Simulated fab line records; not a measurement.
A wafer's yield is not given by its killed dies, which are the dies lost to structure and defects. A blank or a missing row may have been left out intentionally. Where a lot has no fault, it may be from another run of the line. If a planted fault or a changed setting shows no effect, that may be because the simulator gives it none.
Comparing a struck lot with a sound one | flow gf180mcu | 20 steps out of a route of 602
Sound: wafers L573.1, L573.2, L573.6. Wafers L588.2, L588.3, L588.6 were the ones struck. At the end, the cause is stated.
At each step with rows: each side's tool, then ch and its chambers, then its first start. Under that, the readings that differ: sound wafers | struck wafers | difference of the means | sigmas: that difference in standard deviations of wafers without a fault.
alike: readings with means less than 2 such deviations apart, plus words and numbers identical on both sides. not compared: withheld readings, readings lacking a value on some wafer, bounds such as >300 that could conceal the same value, and numbers that have no deviation in the record and whose values overlap.
Wherever a step has rows on one side only, a row that says differs or no value, or a row with sigmas, the two part there. Numbers that have no deviation but don't overlap get no sigmas and don't part them. A reading that every wafer of one side lacks parts them only if that side has two wafers or more.

GF_V5_CMP_26: polishes, stops on SiO2, t overpolish 15 s, target thk 0 nm.
  sound on cmp-01 ch 0,1,2, day 28 21:13; struck on cmp-01 ch 0,1,3, day 32 20:56
  alike: motor_current_A, overpolish_run_s, platen_rpm, time_to_endpoint_s
GF_TOP_METAL_SPUTTER_00: material Ti, target thk 37.5 nm, time 150 s.
  struck on pvd_sputter-03, day 32 21:11; sound on pvd_sputter-01, day 28 21:28
  alike: throttle_valve_pct
GF_TOP_METAL_SPUTTER_01: material TiN, target thk 30 nm, time 25.43 s.
  struck on pvd_sputter-03, day 32 21:17; sound on pvd_sputter-01, day 28 21:34
  alike: throttle_valve_pct
GF_TOP_METAL_SPUTTER_02: material AlCu, target thk 900 nm, time 47.82 s.
  struck on pvd_sputter-03, day 32 21:19; sound on pvd_sputter-01, day 28 21:35
  alike: throttle_valve_pct
then, 1 step without rows for these wafers: GF_TOP_METAL_SPUTTER_03 (material Ti, target thk 5 nm, time 3.3 s).
GF_TOP_METAL_SPUTTER_04: material TiN, target thk 25 nm, time 20.8 s.
  struck on pvd_sputter-03, day 32 21:23; sound on pvd_sputter-01, day 28 21:39
  alike: throttle_valve_pct
GF_TOP_METAL_RS_MEAS_05: measures by four-point-probe.
  struck on film_metro-02, day 32 21:26; sound on film_metro-04, day 28 21:41
  alike: TOP_METAL_ALCU_RS
GF_TOP_METAL_THK_MEAS_06: measures by xrf.
  struck on film_metro-02, day 32 21:32; sound on film_metro-04, day 28 21:48
  alike: TOP_METAL_ALCU_THK
then, 4 steps without rows for these wafers: GF_TOP_METAL_DEHYDRATE_07 (time 60 s); GF_TOP_METAL_HMDS_08 (prime time 60 s); GF_TOP_METAL_COAT_09 (resist thk 1500 nm); GF_TOP_METAL_SOFTBAKE_10 (time 60 s).
GF_TOP_METAL_EXPOSE_11: exposes mask MetalTop, target cd 440 nm.
  sound on iline_stepper-01 ch 0, day 29 07:29; struck on iline_stepper-02 ch 0, day 33 05:30
  reading              | sound                | struck               | difference | sigmas
  exposure_dose_mJ_cm2 | 170.04 169.71 169.90 | 159.56 159.26 159.29 | -10.51     | -55
  alike: mask, stage_vel_mm_s
then, 2 steps without rows for these wafers: GF_TOP_METAL_PEB_12; GF_TOP_METAL_DEVELOP_13 (develop time 60 s).
GF_TOP_METAL_CD_MEAS_14 targets a cd of 440 nm.
  struck on cd_sem-01, day 33 12:53; sound on cd_sem-01, day 29 16:37
  reading    | sound             | struck            | difference | sigmas
  cd_nm (nm) | 437.5 439.0 439.1 | 400.1 361.8 385.9 | -55.9      | -23
GF_TOP_METAL_OVL_MEAS_15:
  struck on overlay-01, day 33 12:59; sound on overlay-01, day 29 16:44
  alike: TOP_METAL_OVL
GF_TOP_METAL_METAL_ETCH_16: etches the open film in Cl2/BCl3, stops on SiO2, target depth 1197 nm, time 199.5 s.
  sound on rie_metal-02 ch 0,1, day 29 16:46; struck on rie_metal-03 ch 0,1, day 33 13:01
  reading                    | sound             | struck            | difference | sigmas
  model.TOP_METAL.cd_nm (nm) | 437.6 442.9 446.4 | 399.7 360.8 383.7 | -60.9      |
  alike: drypump_motor_current_A, oes_product_au, throttle_valve_pct
  not compared: rf_hours_counter_h
then, 1 step without rows for these wafers: GF_TOP_METAL_STRIP_17 (strips in O2/N2).
GF_PASSIVATION_PROBE_99:
  only the struck wafers here have rows in the record (prober-02, day 34 07:41); the sound ones have none

## WHERE THEY PART
At GF_TOP_METAL_EXPOSE_11 first; at GF_PASSIVATION_PROBE_99 last (within this record only).

WHY: what had been put in by the simulator
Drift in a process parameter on iline_stepper-02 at GF_TOP_METAL_EXPOSE_11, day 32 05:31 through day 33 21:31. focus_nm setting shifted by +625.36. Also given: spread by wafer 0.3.
